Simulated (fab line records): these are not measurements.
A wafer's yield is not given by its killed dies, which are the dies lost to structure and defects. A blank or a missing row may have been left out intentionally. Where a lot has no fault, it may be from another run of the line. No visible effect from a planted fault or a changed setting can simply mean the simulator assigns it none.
Chamber matching | flow sky130 | SKY_CONTACT_ETCH_17 on rieDiel-04 has 4 sister chambers
The step etches SiO2 in C4F8/O2/Ar, stops on Si3N4, target depth 340 nm. 8 wafers are shown with their chamber, then 7 later ones without.

## WAFERS PAIRED WITH THEIR CHAMBERS
wafer  | chamber | oesProductAu (a.u.)
L319.2 | 2       | 0.896
L322.1 | 2       | 0.892
L322.5 | 0       | 0.889
L332.1 | 3       | 0.892
L332.2 | 1       | 0.894
L332.3 | 0       | 0.884
L333.1 | 3       | 0.904
L333.3 | 1       | 0.883

## WAFERS MISSING THEIR CHAMBER
wafer  | oesProductAu (a.u.)
L333.6 | 0.887
L335.1 | 0.898
L335.3 | 0.893
L335.6 | 0.891
L341.1 | 0.889
L341.3 | 0.886
L341.6 | 0.888

## WHICH CHAMBER EACH ONE RAN IN
wafer  | from the rows above               | in truth
L333.6 | can't be placed: 0 or 1 or 2 or 3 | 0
L335.1 | can't be placed: 3 or 2 or 1 or 0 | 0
L335.3 | can't be placed: 2 or 1 or 3 or 0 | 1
L335.6 | can't be placed: 1 or 2 or 0 or 3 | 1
L341.1 | can't be placed: 1 or 0 or 2 or 3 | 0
L341.3 | can't be placed: 0 or 1 or 2 or 3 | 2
L341.6 | can't be placed: 1 or 0 or 2 or 3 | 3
Correct placement for 0 of the 7. From these rows, 7 cannot be placed; in 7 the true chamber is one of the candidates. Number placed wrongly: 0.
How it was worked out, from the rows above alone: a wafer's distance from a chamber is the root of the sum, over the readings, of the square of ((its reading less the chamber's mean) divided by the reading's scatter). If the next closest chamber is less than 2 further off than the closest, the wafer can't be placed; otherwise it belongs to the closest. Each chamber's mean is taken over the wafers shown for it. The scatter: the root of (the sum of the squares of (reading less its chamber's mean) over the shown wafers, divided by (wafers less chambers)).
